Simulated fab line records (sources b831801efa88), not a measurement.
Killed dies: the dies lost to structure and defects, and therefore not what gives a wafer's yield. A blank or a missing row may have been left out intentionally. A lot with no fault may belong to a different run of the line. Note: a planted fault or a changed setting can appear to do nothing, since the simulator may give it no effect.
Which tool was responsible?	flow sky130	10 lots, 30 wafers sampled, at 7 steps of a route of 708

WHAT THE GAUGES SHOWED, per wafer
SKY_VIA4_OVL_MEAS_11.
lot	measured	on	VIA4_OVL (nm)
L882	day 43 06:52	overlay-01	1.1 1.6 1.8
L881	day 43 09:30	overlay-02	1.9 1.6 3.0
L884	day 44 05:22	overlay-01	-1.8 -1.0 -0.3
L886	day 44 06:23	overlay-02	1.5 2.0 1.1
L888	day 46 14:05	overlay-01	1.7 2.2 1.1
L892	day 46 15:02	overlay-01	1.6 1.7 2.7
L894	day 46 15:42	overlay-01	1.2 1.8 2.7
L898	day 47 13:42	overlay-01	0.5 0.5 -0.4
L900	day 47 19:02	overlay-02	0.4 0.9 0.2
L901	day 47 19:27	overlay-02	-0.8 -2.1 -2.1

SKY_VIA4_RS_MEAS_19: the measuring method here is four-point-probe.
lot	measured	on	VIA4_W_RS (ohm/sq)
L882	day 43 08:05	film metro-03	0.2303 0.2275 0.2250
L881	day 43 10:47	film metro-03	0.2283 0.2283 0.2302
L884	day 44 06:19	film metro-01	0.2292 0.2253 0.2279
L886	day 44 07:19	film metro-03	0.2265 0.2265 0.2253
L888	day 46 15:03	film metro-02	0.2243 0.2298 0.2265
L892	day 46 16:01	film metro-02	0.2299 0.2288 0.2267
L894	day 46 16:38	film metro-02	0.2267 0.2262 0.2262
L898	day 47 14:41	film metro-03	0.1393 0.1392 0.2306
L900	day 47 20:10	film metro-02	0.1395 0.1389 0.2293
L901	day 47 20:26	film metro-02	0.1389 0.2295 0.1394

SKY_VIA4_THK_MEAS_20: measures by xrf.
lot	measured	on	VIA4_W_THK (nm)
L882	day 43 08:13	film metro-03	480 486 488
L881	day 43 10:54	film metro-03	482 485 484
L884	day 44 06:26	film metro-01	479 485 482
L886	day 44 07:26	film metro-03	488 488 490
L888	day 46 15:10	film metro-02	495 486 492
L892	day 46 16:07	film metro-02	485 489 495
L894	day 46 16:46	film metro-02	493 492 492
L898	day 47 14:47	film metro-03	773 781 475
L900	day 47 20:16	film metro-02	785 788 485
L901	day 47 20:32	film metro-02	783 480 783

SKY_METAL5_THK_MEAS_06: measures by xrf.
lot	measured	on	METAL5_ALCU_THK (nm)
L882	day 43 08:51	film metro-01	1168 1164 1129
L881	day 43 11:33	film metro-01	1142 1179 1164
L884	day 44 07:05	film metro-03	1139 1155 1175
L886	day 44 08:04	film metro-04	1153 1203 1195
L888	day 46 15:49	film metro-04	1148 1153 1159
L892	day 46 16:46	film metro-01	1160 1159 1159
L894	day 46 17:25	film metro-03	1157 1171 1160
L898	day 47 15:26	film metro-03	1121 1135 1121
L900	day 47 20:58	film metro-04	1174 1163 1184
L901	day 47 21:17	film metro-03	1153 1156 1146

WHAT TOOL EACH LOT RAN ON (gives the tool, then ch and the chambers of the sampled wafers, and finally the start)
lot	SKY_METAL4_ETCH_16	SKY_VIA4_CVD_18	SKY_VIA4_CMP_21
L882	rie metal-02 ch 0,1, day 42 05:19	cvd w-01 ch 1, day 43 07:56	cmp-02 ch 0,1,3, day 43 08:16
L881	rie metal-04 ch 0,1, day 42 08:14	cvd w-01 ch 0,1, day 43 10:37	cmp-02 ch 1,2,3, day 43 11:03
L884	rie metal-01 ch 0,1, day 43 04:26	cvd w-02 ch 0,1, day 44 06:10	cmp-02 ch 0,1,3, day 44 06:32
L886	rie metal-01 ch 0,1, day 43 06:25	cvd w-02 ch 1, day 44 07:09	cmp-01 ch 1,2, day 44 07:29
L888	rie metal-02 ch 1, day 45 15:28	cvd w-02 ch 0,1, day 46 14:53	cmp-02 ch 0,1, day 46 15:13
L892	rie metal-04 ch 0,1, day 45 16:20	cvd w-01 ch 0,1, day 46 15:52	cmp-02 ch 1,2,3, day 46 16:16
L894	rie metal-04 ch 1, day 45 17:34	cvd w-01 ch 0, day 46 16:29	cmp-01 ch 1,2, day 46 16:52
L898	rie metal-04 ch 0,1, day 46 16:08	cvd w-01 ch 0,1, day 47 14:30	cmp-02 ch 1,2, day 47 14:50
L900	rie metal-02 ch 0,1, day 46 21:46	cvd w-01 ch 0,1, day 47 19:56	cmp-02 ch 1,2,3, day 47 20:25
L901	rie metal-02 ch 0,1, day 46 22:01	cvd w-01 ch 0,1, day 47 20:18	cmp-02 ch 1,2,3, day 47 20:43
- SKY_METAL4_ETCH_16: etches BARC in N2/H2, stops on SiO2, time 88.2 s, target depth 60 nm.
- SKY_VIA4_CVD_18: deposits W, target thk 505 nm, time 152.14 s.
- SKY_VIA4_CMP_21: polishes, stops on SiO2, t overpolish 25 s, target thk 0 nm.

WHAT THE TOOLS THEMSELVES READ (means of the sampled wafers that have a number; where no wafer has one, the mark that the record gives instead)
SKY_METAL4_ETCH_16.
lot	tool	bias w (W)	drypump motor current A (A)	oes product au (a.u.)	throttle valve pct (%)
L882	rie metal-02	100.13	6.43	0.629	13.208
L881	rie metal-04	99.76	6.44	0.622	13.198
L884	rie metal-01	100.22	6.17	0.622	13.205
L886	rie metal-01	100.00	6.16	0.630	13.206
L888	rie metal-02	100.23	6.33	0.625	13.195
L892	rie metal-04	100.14	6.45	0.625	13.199
L894	rie metal-04	99.51	6.49	0.625	13.199
L898	rie metal-04	99.99	6.39	0.628	13.210
L900	rie metal-02	99.95	6.51	0.625	13.195
L901	rie metal-02	100.18	6.49	0.627	13.209

SKY_VIA4_CVD_18.
lot	tool	heater power w (W)
L882	cvd w-01	904
L881	cvd w-01	859
L884	cvd w-02	891
L886	cvd w-02	826
L888	cvd w-02	873
L892	cvd w-01	865
L894	cvd w-01	815
L898	cvd w-01	867
L900	cvd w-01	872
L901	cvd w-01	862

SKY_VIA4_CMP_21.
lot	tool	motor current A (A)	time to endpoint s (s)
L882	cmp-02	10.4	125
L881	cmp-02	10.6	124
L884	cmp-02	10.2	122
L886	cmp-01	10.8	118
L888	cmp-02	11.0	128
L892	cmp-02	10.1	122
L894	cmp-01	10.8	118
L898	cmp-02	11.7	176
L900	cmp-02	10.6	173
L901	cmp-02	10.5	178

THE ANSWER, worked out from the rows above alone
Rule: usual is defined by the lots themselves. The widest of any qualifying gaps counts: lots, ordered by their means at a reading, are off when they make up no more than a third of the lots, leave a main group of 4 or more, and stand apart from it by 3 or more times the standard deviation of that group's means. Not used: any main group whose means are identical at the precision the tables above print for the reading. A lot without any number at a reading at which 4 lots or more have one is off too. The other lots that the step has rows for count as sound. After the gauges, taken in route order, come the tools' own readings; for these a lot's mean is taken, as printed above. At the first step where some lot is off, the reading lying furthest off is the one used; lots without a number count as furthest.
Off: L898, L900, L901, seen at SKY_VIA4_RS_MEAS_19 (VIA4_W_RS). The main group: mean 0.2274 ohm/sq, standard deviation 0.00097.
A tool fits if, at a process step before that reading, it ran every lot that is off, and no sound lot after the first of them. The gauges at SKY_VIA4_RS_MEAS_19 aren't tried: what is off there is off at SKY_VIA4_CMP_21 too, on other tools, and a gauge's error can't cause that. One candidate fits, namely cvd w-01 at SKY_VIA4_CVD_18. Its last sound lot is L894 (day 46 16:29), its first lot that is off L898 (day 47 14:30): a fault that began between those two fits.

WHAT WAS PUT IN BY THE SIMULATOR
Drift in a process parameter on cvd w-01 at SKY_VIA4_CVD_18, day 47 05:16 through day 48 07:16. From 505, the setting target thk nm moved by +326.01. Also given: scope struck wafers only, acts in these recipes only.
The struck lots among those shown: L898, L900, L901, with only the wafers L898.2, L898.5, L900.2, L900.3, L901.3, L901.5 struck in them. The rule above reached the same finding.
